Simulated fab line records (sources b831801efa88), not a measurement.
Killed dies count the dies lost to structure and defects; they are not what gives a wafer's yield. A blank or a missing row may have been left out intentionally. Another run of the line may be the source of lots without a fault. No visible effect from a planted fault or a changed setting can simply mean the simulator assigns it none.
2 desks looking at one fault || flow gf180mcu || every desk sees just its own numbers, and what lay behind them comes last

== THE TOOL OWNER'S DESK: cvd_w-01 ==
The tool's own readings at GF_V2_CVD_23 (deposits W, target thk 350 nm, time 104.94 s): means of the sampled wafers that have a number, for each lot that ran on this tool. Any lot whose mean is over 4 standard deviations away from the usual mean is out of limits and marked OUT; that distance is given in the brackets.
Columns: A = heater_power_w at GF_V2_CVD_23, usual 843 W
{"lot": "L242", "first seen here": "day 22 07:20", "A": 802}
{"lot": "L247", "first seen here": "day 24 17:26", "A": 811}
{"lot": "L258", "first seen here": "day 27 06:59", "A": 868}
{"lot": "L259", "first seen here": "day 27 13:58", "A": 813}
Finding of this desk: none of the 4 lots has anything out of limits.

== METROLOGY DESK ==
What the gauges read for every lot (on any tool): the sampled wafers with a number, averaged. Any lot whose mean is over 4 standard deviations away from the usual mean is out of limits and marked OUT; that distance is given in the brackets.
Columns: A = M2_OVL at GF_M2_OVL_MEAS_15, usual 0 nm; B = V2_CVD_02_THK at GF_V2_THK_MEAS_03, usual 848 nm; C = V2_W_RS at GF_V2_RS_MEAS_24, usual 0.325 ohm/sq; D = V2_W_THK at GF_V2_THK_MEAS_25, usual 346 nm
{"lot": "L241", "first seen here": "day 20 05:57", "A": -4, "B": 849, "C": 0.322, "D": 346}
{"lot": "L242", "first seen here": "day 21 04:55", "A": -8, "B": 852, "C": 0.322, "D": 347}
{"lot": "L243", "first seen here": "day 21 06:24", "A": 7, "B": 833, "C": 0.323, "D": 346}
{"lot": "L244", "first seen here": "day 21 20:28", "A": 3, "B": 853, "C": 0.326, "D": 343}
{"lot": "L247", "first seen here": "day 23 16:28", "A": 0, "B": 853, "C": 0.325, "D": 341}
{"lot": "L249", "first seen here": "day 24 00:01", "A": 1, "B": 861, "C": 0.325, "D": 343}
{"lot": "L258", "first seen here": "day 26 08:49", "A": 6, "B": 850, "C": "0.364 (+13) OUT", "D": "310 (-7.3) OUT"}
{"lot": "L259", "first seen here": "day 26 16:19", "A": -7, "B": 839, "C": "0.362 (+12) OUT", "D": "318 (-5.8) OUT"}
{"lot": "L260", "first seen here": "day 27 01:31", "A": 0, "B": 863, "C": 0.326, "D": 341}
{"lot": "L261", "first seen here": "day 27 04:31", "A": -5, "B": 845, "C": 0.326, "D": 349}
This desk's result: L258, L259 out of limits, first on L258 (V2_W_RS at GF_V2_RS_MEAS_24), day 27 07:05. L241, L242, L243, L244, L247, L249, L260, L261 stayed within limits.

== BROUGHT TOGETHER ==
On L258, L259, the metrology desk was in a position to raise an alarm at day 27 07:05.
The desk of the tool owner found nothing out of limits.
On record at the tool owner's desk: L258, L259, within its limits.
GF_V2_CVD_23 was run on cvd_w-01 by each of the lots named.

== WHAT THE SIMULATOR HAD INSERTED ==
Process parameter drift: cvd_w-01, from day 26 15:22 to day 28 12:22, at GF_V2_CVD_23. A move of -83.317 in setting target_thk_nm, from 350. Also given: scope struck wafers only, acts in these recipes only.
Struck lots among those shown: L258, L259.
Per desk, hours elapsed from the start of the fault to the first reading out of limits: for the metrology desk, 16.
